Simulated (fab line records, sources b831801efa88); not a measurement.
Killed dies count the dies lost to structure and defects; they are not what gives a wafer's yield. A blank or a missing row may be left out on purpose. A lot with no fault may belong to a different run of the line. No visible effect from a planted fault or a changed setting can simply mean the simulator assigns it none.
Chamber matching / flow gf180mcu / GF_V2_ETCH_16 on rie diel-01: 4 sister chambers
The step etches BARC in N2/H2. 8 wafers are shown with their chamber, then 10 later ones without.

## WAFERS, EACH WITH ITS CHAMBER
wafer=L075.3; chamber=2; oes product au (a.u.)=0.849; bias w (W)=99.84
wafer=L080.2; chamber=2; oes product au (a.u.)=0.854; bias w (W)=99.44
wafer=L081.4; chamber=0; oes product au (a.u.)=0.851; bias w (W)=100.46
wafer=L084.2; chamber=3; oes product au (a.u.)=0.854; bias w (W)=100.36
wafer=L084.4; chamber=1; oes product au (a.u.)=0.856; bias w (W)=99.79
wafer=L084.6; chamber=1; oes product au (a.u.)=0.857; bias w (W)=100.25
wafer=L085.1; chamber=0; oes product au (a.u.)=0.853; bias w (W)=100.04
wafer=L085.5; chamber=3; oes product au (a.u.)=0.858; bias w (W)=100.15

## WAFERS WITH NO CHAMBER GIVEN
wafer=L085.6; oes product au (a.u.)=0.848; bias w (W)=99.88
wafer=L093.3; oes product au (a.u.)=0.851; bias w (W)=100.24
wafer=L093.4; oes product au (a.u.)=0.855; bias w (W)=100.38
wafer=L093.5; oes product au (a.u.)=0.852; bias w (W)=100.42
wafer=L095.2; oes product au (a.u.)=0.849; bias w (W)=100.04
wafer=L095.5; oes product au (a.u.)=0.856; bias w (W)=100.13
wafer=L095.6; oes product au (a.u.)=0.852; bias w (W)=99.80
wafer=L096.2; oes product au (a.u.)=0.858; bias w (W)=100.15
wafer=L096.3; oes product au (a.u.)=0.852; bias w (W)=100.23
wafer=L096.5; oes product au (a.u.)=0.854; bias w (W)=99.83

## THE CHAMBER EACH PASSED THROUGH
wafer=L085.6; from the rows above=can't be placed: 2 or 0 or 1 or 3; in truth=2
wafer=L093.3; from the rows above=can't be placed: 0 or 3 or 2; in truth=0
wafer=L093.4; from the rows above=can't be placed: 3 or 0 or 1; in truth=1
wafer=L093.5; from the rows above=can't be placed: 0 or 3 or 1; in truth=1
wafer=L095.2; from the rows above=can't be placed: 0 or 2 or 3 or 1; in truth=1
wafer=L095.5; from the rows above=can't be placed: 1 or 3 or 0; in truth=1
wafer=L095.6; from the rows above=can't be placed: 2 or 0 or 1 or 3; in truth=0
wafer=L096.2; from the rows above=can't be placed: 1 or 3 or 0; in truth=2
wafer=L096.3; from the rows above=can't be placed: 0 or 3 or 1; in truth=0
wafer=L096.5; from the rows above=can't be placed: 2 or 1 or 0 or 3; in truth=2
Placed correctly: 0 of 10. These rows do not allow placing 10 (true chamber among the candidates in 9). Number placed wrongly: 0.
How it was worked out, from the rows above alone: a wafer's distance from a chamber is the root of the sum, over the readings, of the square of ((its reading less the chamber's mean) divided by the reading's scatter). If the next closest chamber is less than 2 further off than the closest, the wafer can't be placed; otherwise it belongs to the closest. Each chamber's mean is taken over the wafers shown for it. The scatter: take each reading less its chamber's mean, square it, sum over the shown wafers, divide by the number of wafers less the number of chambers, and take the root.
